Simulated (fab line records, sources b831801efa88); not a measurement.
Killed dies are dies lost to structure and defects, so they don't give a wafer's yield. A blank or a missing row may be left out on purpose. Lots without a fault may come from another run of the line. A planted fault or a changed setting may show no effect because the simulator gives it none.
Chamber matching | flow sfq_line | SFQ_TRILAYER_I7_VIA_ETCH_VIA_ETCH_190 on rie_diel-02: 4 sister chambers
The step etches SiO2 in CHF3, stops on Nb, target depth 260 nm. 14 wafers are shown with their chamber, then 7 later ones without.

WAFERS WITH THEIR CHAMBER
wafer  | chamber | drypump_motor_current_A (A) | oes_product_au (a.u.) | rf_fwd_power_W (W)
L187.1 | 0       | 5.5                         | 0.846                 | 496.2
L187.5 | 1       | 6.1                         | 0.845                 | 498.9
L187.6 | 2       | 5.8                         | 0.849                 | 496.9
L189.3 | 1       | 6.1                         | 0.852                 | 496.7
L189.4 | 2       | 5.8                         | 0.850                 | 496.9
L189.6 | 1       | 6.1                         | 0.852                 | 497.9
L192.1 | 2       | 5.9                         | 0.847                 | 493.9
L192.2 | 3       | 5.9                         | 0.855                 | 499.9
L192.3 | 0       | 5.6                         | 0.847                 | 496.6
L196.2 | 0       | 5.5                         | 0.846                 | 496.1
L196.5 | 2       | 5.9                         | 0.857                 | 496.4
L196.6 | 3       | 5.9                         | 0.849                 | 496.0
L202.2 | 1       | 6.1                         | 0.854                 | 498.9
L202.4 | 2       | 5.8                         | 0.853                 | 497.8

SIGNATURES (means of the wafers above)
reading                 | chamber 0 | chamber 1 | chamber 2 | chamber 3 | scatter within a chamber
drypump_motor_current_A | 5.533     | 6.100     | 5.840     | 5.900     | 0.0432
oes_product_au          | 0.84633   | 0.85075   | 0.85120   | 0.85200   | 0.00355
rf_fwd_power_W          | 496.300   | 498.100   | 496.380   | 497.950   | 1.4
Rule: a wafer's distance from a chamber is the root of the sum, over the readings, of the square of ((its reading less the chamber's mean) divided by the reading's scatter). The wafer belongs to the nearest chamber; if the next one is less than 2 further off, it can't be placed. The scatter: the root of (the sum of the squares of (reading less its chamber's mean) over the shown wafers, divided by (wafers less chambers)).

WAFERS WITHOUT THEIR CHAMBER
wafer  | drypump_motor_current_A (A) | oes_product_au (a.u.) | rf_fwd_power_W (W)
L202.5 | 5.5                         | 0.853                 | 496.1
L204.4 | 6.1                         | 0.855                 | 498.9
L204.5 | 5.6                         | 0.860                 | 497.3
L204.6 | 6.1                         | 0.863                 | 498.7
L209.1 | 5.5                         | 0.856                 | 498.6
L209.2 | 5.8                         | 0.862                 | 497.4
L209.3 | 5.9                         | 0.859                 | 501.4

WHICH CHAMBER EACH WENT THROUGH
wafer  | from the rows above     | in truth
L202.5 | 0                       | 0
L204.4 | 1                       | 1
L204.5 | can't be placed: 0 or 2 | 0
L204.6 | 1                       | 1
L209.1 | 0                       | 0
L209.2 | can't be placed: 2 or 3 | 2
L209.3 | can't be placed: 3 or 2 | 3
Placed correctly: 4 of 7. Can't be placed from these rows: 3 (the true chamber is among the candidates in 3). Placed wrongly: 0.
